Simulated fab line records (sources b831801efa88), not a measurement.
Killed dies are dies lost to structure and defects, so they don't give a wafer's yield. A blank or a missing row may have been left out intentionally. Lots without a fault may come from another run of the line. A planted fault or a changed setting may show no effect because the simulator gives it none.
A struck lot beside a sound one ; flow sky130 ; 19 steps out of a route of 708
Sound: wafers L621.4, L621.5, L621.6. Struck: wafer L629.4 (left out: L629.1, a lot-mate that was not struck); the cause follows at the end.
Each step with rows lists, per side, the tool, then ch with its chambers, then its first start. Under that, the readings that differ: sound wafers ; struck wafers ; difference of the means ; sigmas: that difference in standard deviations of wafers without a fault.
alike: readings whose means differ by less than 2 such deviations, and words and numbers that are the same on both sides. not compared: withheld readings, readings that some wafer has no value for, bounds like >300 that may hide the same value, and numbers for which the record gives no deviation and whose values overlap.
A row with sigmas, a row that says differs or no value, or rows on one side alone: a step with any of these is where the two part. Non-overlapping numbers with no deviation appear without sigmas and do not part them. A reading that every wafer of one side lacks parts them only if that side has two wafers or more.

SKY_METAL2_SPUTTER_00: material Ti, target thk 15 nm, time 10 s.
  sound: pvd sputter-01 at day 35 17:36; struck: pvd sputter-01 at day 39 00:06
  alike: cathode dc power W, chamber pressure pa, throttle valve pct
SKY_METAL2_SPUTTER_01: material TiN, target thk 20 nm, time 16.7 s.
  sound: pvd sputter-01 at day 35 17:38; struck: pvd sputter-01 at day 39 00:07
  alike: cathode dc power W, chamber pressure pa, throttle valve pct
SKY_METAL2_SPUTTER_02: material AlCu, target thk 250 nm, time 13.3 s.
  sound: pvd sputter-01 at day 35 17:39; struck: pvd sputter-01 at day 39 00:09
  alike: cathode dc power W, chamber pressure pa, throttle valve pct
SKY_METAL2_SPUTTER_03: material Ti, target thk 5 nm, time 3.3 s.
  sound: pvd sputter-01 at day 35 17:41; struck: pvd sputter-01 at day 39 00:10
  alike: cathode dc power W, chamber pressure pa, throttle valve pct
then, 1 step without rows for these wafers: SKY_METAL2_SPUTTER_04 (material TiN, target thk 70 nm, time 58.3 s).
SKY_METAL2_RS_MEAS_05: measures by four-point-probe.
  sound: film metro-02 at day 35 17:48; struck: film metro-01 at day 39 00:14
  alike: METAL2_ALCU_RS
SKY_METAL2_THK_MEAS_06: measures by xrf.
  sound: film metro-02 at day 35 17:53; struck: film metro-01 at day 39 00:22
  alike: METAL2_ALCU_THK
then, 5 steps without rows for these wafers: SKY_METAL2_DEHYDRATE_07 (time 60 s); SKY_METAL2_HMDS_08 (prime time 60 s); SKY_METAL2_COAT_09 (resist thk 60 nm); SKY_METAL2_COAT_10 (resist thk 450 nm); SKY_METAL2_SOFTBAKE_11 (time 90 s).
SKY_METAL2_EXPOSE_12: exposes mask MM2, target cd 140 nm.
  sound on krf scanner-02 ch 0, day 36 06:53; struck on krf scanner-01 ch 0, day 39 12:31
  alike: mask
then, 2 steps without rows for these wafers: SKY_METAL2_PEB_13; SKY_METAL2_DEVELOP_14 (develop time 60 s).
SKY_METAL2_CD_MEAS_15: the cd target is 140 nm.
  sound: cd sem-02 at day 36 20:44; struck: cd sem-02 at day 40 01:07
  not compared: cd nm
SKY_METAL2_OVL_MEAS_16:
  sound: overlay-01 at day 36 20:49; struck: overlay-02 at day 40 01:14
  not compared: METAL2_OVL
SKY_METAL2_DESCUM_17: chemistry O2, time 8 s.
  sound on rie metal-01 ch 0,1, day 36 20:51; struck on rie metal-01 ch 1, day 40 01:17
  alike: drypump motor current A, oes product au
  not compared: rf hours counter h
-- the record jumps here: 10 days lie between the struck wafers' starts before and after (it left off in module METAL2 and takes up again in module PAD_OPEN, whose first step shown is number 708 of the route) --
SKY_PAD_OPEN_PROBE_99:
  sound: prober-01 at day 47 03:46; struck: prober-02 at day 49 14:08
reading;sound;struck;difference;sigmas
defect limited yield (%);82.9 77.8 79.9;0;-80;-40
killed_at_M0_to_M3;37 50 49;454;+409;+53
killed dies;84 109 99;492;+395;+40
killed on rim;16 17 17;96;+79;+22
sort_bin_5_function (%);9.1 15.0 11.2;91.1;+79.3;+53
sort n pass;408 383 393;0;-395;-40
sort yield pct (%);82.9 77.8 79.9;0;-80;-40
  alike: killed_at_M4_up, killed at contacts, killed at front end, killed at other, killed open, killed short, sort_bin_3_pad_short, sort_bin_6_memory

## WHERE THEY PART
At SKY_PAD_OPEN_PROBE_99 and nowhere else, as far as this record goes.

WHY: what the simulator had put in
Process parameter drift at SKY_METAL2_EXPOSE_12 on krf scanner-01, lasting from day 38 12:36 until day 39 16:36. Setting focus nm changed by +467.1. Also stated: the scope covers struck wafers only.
